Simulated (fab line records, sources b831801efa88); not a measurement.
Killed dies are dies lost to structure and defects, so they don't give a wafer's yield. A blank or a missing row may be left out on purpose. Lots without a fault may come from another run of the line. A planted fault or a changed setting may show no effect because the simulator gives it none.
fab line records | flow sky130
record lots=15 wafers=45 last_day=51
route steps=708 shown VIA1@458
lots that met no fault: from a run of the same line without faults
start_h: hours from the record's first day to the start of the lot's first wafer shown | wait_h: hours since the lot's step before | " the same as in the row above | L1.1+2: a row that stands for several wafers | - no value, or no start given | * or withheld: withheld | < > ~ a bound
route shown NAME@n: a module of which the file shows steps, and the number in the route of the first | usual: mean/standard deviation of fault-free wafers | same: alike in all rows | chamber/n: place in a boat | sites: the reading at each site | _std_site: their standard deviation | _edge_site: outer sites' mean less inner sites' | radius_mm: how far each site lies from the wafer's centre | mask NAME#n: copy n | behind: the tool/chamber that last shaped the wafer | hold: why the lot was held/for how many hours/how that ended | device: the transistor (n, p or np) that didn't switch | end of line: the same wafers' tests at the end of the route | a step without rows: its recipe alone | killed: dies lost to structure and defects at the first sort, not the wafer's yield | map: a wafer's dies, x killed, . not, _ none there
set.NAME: the setting as run; set.NAME@STEP: as run at that earlier step | model.NAME: the simulator's own value behind a step, which no gauge read
steps of the route over a sample of lots; a table a step, a row a wafer
services: from which hour (start_h, from the record's first day; less than 0 if before it) a tool's chamber was out of use, for how many hours, and why
## steps
# step SKY_VIA1_HDPCVD_00
# recipe material=SiO2 target_thk_nm=1030 sigma_open_frac=0.3 time_s=171.7 temp_c=400 sih4_flow_sccm=60 pressure_mtorr=6
# columns lot.wafer tool chamber start_h wait_h
L312.1+3+6 hdpcvd-02 1,0,1 801.27 0.0
L314.3+4+5 hdpcvd-02 2,1,0 811.93 0.0
L313.1+4+5 hdpcvd-01 1 812.14 0.0
L315.1+4+6 hdpcvd-01 1,1,2 820.82 0.0
L316.1+5+6 hdpcvd-01 1,1,2 830.70 0.0
L320.3+4+6 hdpcvd-02 0,1,2 870.06 0.0
L321.4+5+6 hdpcvd-02 0,2,1 874.56 0.1
L322.2+3+4 hdpcvd-02 1,2,0 881.05 0.0
L326.2+3+4 hdpcvd-01 2,0,1 918.61 0.0
L328.2+5+6 hdpcvd-01 1,1,0 926.85 0.0
L331.1+2+6 hdpcvd-02 1,0,0 946.03 0.0
L332.1+3+6 hdpcvd-01 1,2,0 946.38 0.0
L333.4+5+6 hdpcvd-02 0,1,2 952.97 0.1
L334.1+2+5 hdpcvd-02 2,0,2 955.33 0.0
L335.2+3+5 hdpcvd-02 0,1,1 960.98 0.0
# step SKY_VIA1_THK_MEAS_01
# recipe reads=SiO2_of_VIA1_HDPCVD_00
# usual VIA1_HDPCVD_THK=1034/12
# columns lot.wafer tool chamber start_h wait_h VIA1_HDPCVD_THK[nm]
L312.1 film_metro-01 - 801.38 0.1 1040
L312.3 " - " " 1052
L312.6 " - " " 1036
L314.3 film_metro-01 - 812.07 0.1 1038
L314.4 " - " " 1032
L314.5 " - " " 1050
L313.1 film_metro-01 - 812.30 0.1 1014
L313.4 " - " " 1033
L313.5 " - " " 1032
L315.1 film_metro-03 - 820.93 0.1 1048
L315.4 " - " " 1045
L315.6 " - " " 1038
L316.1 film_metro-02 - 830.81 0.1 1023
L316.5 " - " " 1031
L316.6 " - " " 1025
L320.3 film_metro-01 - 870.20 0.1 1817
L320.4 " - " " 1799
L320.6 " - " " 1812
L321.4 film_metro-01 - 874.64 0.0 1816
L321.5 " - " " 1820
L321.6 " - " " 1788
L322.2 film_metro-03 - 881.17 0.1 1793
L322.3 " - " " 1805
L322.4 " - " " 1822
L326.2 film_metro-01 - 918.74 0.1 1041
L326.3 " - " " 1030
L326.4 " - " " 1049
L328.2 film_metro-02 - 926.97 0.1 1050
L328.5 " - " " 1034
L328.6 " - " " 1032
L331.1 film_metro-02 - 946.15 0.1 1032
L331.2 " - " " 1041
L331.6 " - " " 1044
L332.1 film_metro-01 - 946.50 0.1 1023
L332.3 " - " " 1031
L332.6 " - " " 1028
L333.4 film_metro-03 - 953.06 0.0 1039
L333.5 " - " " 1024
L333.6 " - " " 1031
L334.1 film_metro-01 - 955.45 0.1 1037
L334.2 " - " " 1045
L334.5 " - " " 1033
L335.2 film_metro-02 - 961.10 0.1 1053
L335.3 " - " " 1036
L335.5 " - " " 1024
## services
# columns tool chamber start_h hours kind
hdpcvd-01 0 801.55 14.0 repair
hdpcvd-01 - 851.50 28.1 pm
hdpcvd-01 1 886.33 4.1 repair
hdpcvd-02 0 888.48 14.6 repair
hdpcvd-01 - 950.25 15.0 pm
hdpcvd-01 0 950.25 15.0 vent_cycle
hdpcvd-01 1 950.25 15.0 vent_cycle
hdpcvd-01 2 950.25 15.0 vent_cycle
## key
first_sign step=SKY_VIA1_THK_MEAS_01 reading=VIA1_HDPCVD_THK direction=up sigmas=67 usual=1034 struck=1808
effect none on later readings
met_at SKY_VIA1_HDPCVD_00
struck_lots L320,L321,L322
onset_between 811.93 870.06
fault kind=process_parameter_drift tool=hdpcvd-02 chamber=- onset_h=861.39 steps=SKY_VIA1_HDPCVD_00 channel=target_thk_nm offset=774.09 shape=step end_h=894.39 acts_in=these_recipes_only stated=1030
